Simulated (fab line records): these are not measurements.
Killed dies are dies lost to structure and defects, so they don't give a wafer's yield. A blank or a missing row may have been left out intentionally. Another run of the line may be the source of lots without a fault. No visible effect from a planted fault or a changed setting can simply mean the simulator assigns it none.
fab line records    flow sky130
[record] lots = 14  wafers = 42  last-day = 50
route steps=708 shown NWELL@68 VT_ADJUST_NCORE@130 SONOS_TUNNEL@162 SONOS_ONO@177
lots that met no fault: taken from a fault-free run of the same line
start-h: hours from the record's opening day to when the first of the lot's shown wafers began    wait-h: how many hours have passed since the lot's step before this one    " unchanged from the row above    L1.1+2: a row that stands for several wafers    - no value, or no start given    * or withheld: withheld    < > ~ a bound
route shown NAME@n: names a module that has steps shown in the file, with the first one's number in the route    usual: average and standard deviation across the fault-free wafers    same: alike in all rows    chamber/n: place in a boat    sites: each site's reading    _std_site: the values' standard deviation    _edge_site: outer sites' mean less inner sites'    radius-mm: how far each site lies from the wafer's centre    mask NAME#n: copy n    behind: the tool/chamber that last shaped the wafer    hold: cause of the lot's hold/its duration in hours/its outcome    device: which transistor (n, p or np) failed to switch    end of line: tests of these same wafers at the route's end    for a step that has no rows: nothing shown but its recipe    killed: the dies lost at the first sort to structure and to defects; this is not the yield of the wafer    map: a wafer's dies, x killed, . not, _ none there
set.NAME: setting as actually run; set.NAME@STEP: the setting as run at that earlier step    model.NAME: the simulator's own value behind a step, which no gauge read
steps of the route over a sample of lots; a table a step, a row a wafer
services: from which hour (start-h, from the record's first day; less than 0 if before it) a tool's chamber was out of use, for how many hours, and why
[[steps]]
[step SKY_NWELL_TW_MEAS_15]
[usual] NWELL_TW = 1820/12
lot.wafer  tool           chamber  start-h  wait-h  NWELL_TW
L546.2     film-metro-03  -        87.16    0.1     1836
L546.3     "              -        "        "       1835
L546.5     "              -        "        "       1825
L547.4     film-metro-02  -        91.27    0.1     1799
L547.5     "              -        "        "       1804
L547.6     "              -        "        "       1809
L548.3     film-metro-03  -        97.92    0.1     1824
L548.4     "              -        "        "       1824
L548.6     "              -        "        "       1820
L549.1     film-metro-03  -        101.71   0.1     1825
L549.3     "              -        "        "       1830
L549.6     "              -        "        "       1824
L551.2     film-metro-02  -        116.82   0.1     1800
L551.3     "              -        "        "       1797
L551.6     "              -        "        "       1807
L552.1     film-metro-03  -        121.25   0.1     1812
L552.3     "              -        "        "       1822
L552.4     "              -        "        "       1832
L553.1     film-metro-03  -        129.51   0.1     1830
L553.2     "              -        "        "       1841
L553.3     "              -        "        "       1832
L554.3     film-metro-03  -        135.52   0.1     1822
L554.4     "              -        "        "       1841
L554.5     "              -        "        "       1829
L556.3     film-metro-02  -        142.13   0.1     1805
L556.4     "              -        "        "       1803
L556.6     "              -        "        "       1816
L557.1     film-metro-01  -        151.95   0.1     1839
L557.3     "              -        "        "       1823
L557.5     "              -        "        "       1814
L560.2     film-metro-02  -        165.21   0.1     1821
L560.4     "              -        "        "       1820
L560.5     "              -        "        "       1830
L564.3     film-metro-03  -        190.34   0.1     1831
L564.4     "              -        "        "       1832
L564.6     "              -        "        "       1831
L565.1     film-metro-01  -        200.15   0.1     1822
L565.5     "              -        "        "       1818
L565.6     "              -        "        "       1816
L568.2     film-metro-02  -        213.16   0.1     1797
L568.4     "              -        "        "       1782
L568.6     "              -        "        "       1798
[step SKY_VT_ADJUST_NCORE_TW_MEAS_11]
[usual] VT_ADJUST_NCORE_TW = 217.9/1.6
lot.wafer  tool           chamber  start-h  wait-h  VT_ADJUST_NCORE_TW
L546.2     film-metro-04  -        183.83   0.1     215.3
L546.3     "              -        "        "       216.9
L546.5     "              -        "        "       217.5
L547.4     film-metro-04  -        188.20   0.1     216.1
L547.5     "              -        "        "       216.8
L547.6     "              -        "        "       215.5
L548.3     film-metro-01  -        195.54   0.1     220.3
L548.4     "              -        "        "       220.3
L548.6     "              -        "        "       219.7
L549.1     film-metro-02  -        200.57   0.1     216.6
L549.3     "              -        "        "       217.1
L549.6     "              -        "        "       216.7
L551.2     film-metro-02  -        219.68   0.1     217.4
L551.3     "              -        "        "       217.9
L551.6     "              -        "        "       217.7
L552.1     film-metro-02  -        223.27   0.1     217.3
L552.3     "              -        "        "       217.0
L552.4     "              -        "        "       217.2
L553.1     film-metro-04  -        234.62   0.1     218.1
L553.2     "              -        "        "       217.6
L553.3     "              -        "        "       218.5
L554.3     film-metro-01  -        240.79   0.1     218.4
L554.4     "              -        "        "       221.0
L554.5     "              -        "        "       220.3
L556.3     film-metro-02  -        250.09   0.1     216.3
L556.4     "              -        "        "       217.0
L556.6     "              -        "        "       217.9
L557.1     film-metro-04  -        260.72   0.1     217.5
L557.3     "              -        "        "       217.5
L557.5     "              -        "        "       218.2
L560.2     film-metro-01  -        277.08   0.1     220.8
L560.4     "              -        "        "       220.2
L560.5     "              -        "        "       221.1
L564.3     film-metro-01  -        309.79   0.1     218.8
L564.4     "              -        "        "       220.4
L564.6     "              -        "        "       218.7
L565.1     film-metro-04  -        319.77   0.1     216.5
L565.5     "              -        "        "       216.8
L565.6     "              -        "        "       216.5
L568.2     film-metro-04  -        335.38   0.1     215.4
L568.4     "              -        "        "       216.6
L568.6     "              -        "        "       216.9
[step SKY_SONOS_TUNNEL_OVL_MEAS_08]
[usual] SONOS_TUNNEL_OVL = 0.9/1.6
lot.wafer  tool        chamber  start-h  wait-h  SONOS_TUNNEL_OVL[nm]
L546.2     overlay-01  -        250.29   0.1     1.6
L546.3     "           -        "        "       0.6
L546.5     "           -        "        "       -0.2
L547.4     overlay-01  -        254.47   0.1     -2.4
L547.5     "           -        "        "       -1.1
L547.6     "           -        "        "       -0.1
L548.3     overlay-01  -        262.75   0.1     -0.3
L548.4     "           -        "        "       -0.3
L548.6     "           -        "        "       -0.5
L549.1     overlay-01  -        269.53   0.1     0.3
L549.3     "           -        "        "       0.3
L549.6     "           -        "        "       1.7
L551.2     overlay-02  -        290.91   0.1     1.5
L551.3     "           -        "        "       1.7
L551.6     "           -        "        "       0.0
L552.1     overlay-02  -        295.60   0.1     0.4
L552.3     "           -        "        "       2.8
L552.4     "           -        "        "       0.3
L553.1     overlay-01  -        308.39   0.1     2.9
L553.2     "           -        "        "       1.7
L553.3     "           -        "        "       2.5
L554.3     overlay-02  -        314.76   0.1     2.4
L554.4     "           -        "        "       2.3
L554.5     "           -        "        "       2.5
L556.3     overlay-01  -        326.25   0.1     1.2
L556.4     "           -        "        "       1.7
L556.6     "           -        "        "       -0.2
L557.1     overlay-02  -        336.79   0.1     -0.6
L557.3     "           -        "        "       -2.4
L557.5     "           -        "        "       -1.9
L560.2     overlay-02  -        356.49   0.1     3.3
L560.4     "           -        "        "       1.2
L560.5     "           -        "        "       -0.3
L564.3     overlay-02  -        391.66   0.1     -0.8
L564.4     "           -        "        "       -0.2
L564.6     "           -        "        "       0.2
L565.1     overlay-02  -        401.93   0.1     -1.2
L565.5     "           -        "        "       0.0
L565.6     "           -        "        "       1.2
L568.2     overlay-02  -        421.09   0.1     0.1
L568.4     "           -        "        "       -0.5
L568.6     "           -        "        "       -0.2
[step SKY_SONOS_ONO_SOFTBAKE_09]
[recipe] temp-c = 90  time-s = 60  resist = NOVOLAK
[usual] heater-power-total-W = 56.59/0.043  run-length-s = 89.23/0.15
lot.wafer  tool            chamber  start-h  wait-h  heater-power-total-W  run-length-s
L546.2     litho-track-01  0        270.89   0.1     56.63                 89.30
L546.3     "               0        "        "       56.58                 89.06
L546.5     "               0        "        "       56.59                 89.09
L547.4     litho-track-04  0        271.09   0.1     56.54                 89.46
L547.5     "               0        "        "       56.63                 89.40
L547.6     "               0        "        "       56.61                 89.37
L548.3     litho-track-03  0        279.97   0.1     56.60                 89.28
L548.4     "               0        "        "       56.55                 89.23
L548.6     "               0        "        "       56.61                 89.17
L549.1     litho-track-01  0        286.06   0.1     56.59                 89.00
L549.3     "               0        "        "       56.57                 89.29
L549.6     "               0        "        "       56.61                 89.20
L551.2     litho-track-01  0        310.69   0.1     56.50                 89.02
L551.3     "               0        "        "       56.58                 89.44
L551.6     "               0        "        "       56.56                 89.43
L552.1     litho-track-04  0        316.32   0.1     56.67                 89.16
L552.3     "               0        "        "       56.61                 89.25
L552.4     "               0        "        "       56.60                 89.15
L553.1     litho-track-03  0        325.82   0.1     56.60                 89.38
L553.2     "               0        "        "       56.56                 89.21
L553.3     "               0        "        "       56.50                 89.20
L554.3     litho-track-01  0        334.91   0.1     56.56                 89.03
L554.4     "               0        "        "       56.62                 89.04
L554.5     "               0        "        "       56.60                 89.03
L556.3     litho-track-04  0        345.82   0.1     56.61                 89.31
L556.4     "               0        "        "       56.60                 89.36
L556.6     "               0        "        "       56.60                 89.11
L557.1     litho-track-01  0        355.31   0.1     56.66                 89.05
L557.3     "               0        "        "       56.62                 89.27
L557.5     "               0        "        "       56.72                 88.96
L560.2     litho-track-03  0        380.39   0.1     56.56                 89.38
L560.4     "               0        "        "       56.64                 89.31
L560.5     "               0        "        "       56.54                 89.33
L564.3     litho-track-03  0        415.82   0.1     56.59                 89.25
L564.4     "               0        "        "       58.97                 82.68
L564.6     "               0        "        "       56.57                 89.35
L565.1     litho-track-03  0        423.67   0.1     56.59                 89.45
L565.5     "               0        "        "       58.83                 82.41
L565.6     "               0        "        "       56.49                 89.53
L568.2     litho-track-01  0        444.04   0.1     56.56                 88.95
L568.4     "               0        "        "       56.60                 88.98
L568.6     "               0        "        "       56.51                 88.96
[[services]]
tool            chamber  start-h  hours  kind
litho-track-01  -        378.59   -      consumable-replace:filter
[[key]]
[first-sign] step = SKY_SONOS_ONO_SOFTBAKE_09  reading = heater-power-total-W  direction = up  sigmas = 53  usual = *  struck = *
[effect] step = SKY_SONOS_ONO_SOFTBAKE_09  reading = run-length-s  direction = down  sigmas = 45  usual = *  struck = *
met-at SKY_SONOS_ONO_SOFTBAKE_09
struck-lots L564,L565
struck-wafers L564.4,L565.5
tester-left-out L564,L565
not-acting-at SKY_NWELL_TW_MEAS_15,SKY_VT_ADJUST_NCORE_TW_MEAS_11,SKY_SONOS_TUNNEL_OVL_MEAS_08
onset-between 380.39 415.82
[fault] kind = process-parameter-drift  tool = litho-track-03  chamber = -  onset-h = 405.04  steps = SKY_SONOS_ONO_SOFTBAKE_09  channel = time-s  offset = *  shape = step  end-h = 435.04  scope = struck-wafers-only  acts-in = *  stated = *
// tester-left-out: of these lots the tester's yield and bins aren't shown, on N5 and GAA mostly nor the transistor test; their killed dies are dies lost to structure and defects alone, not to doping, threshold or leakage, so they don't give the yield
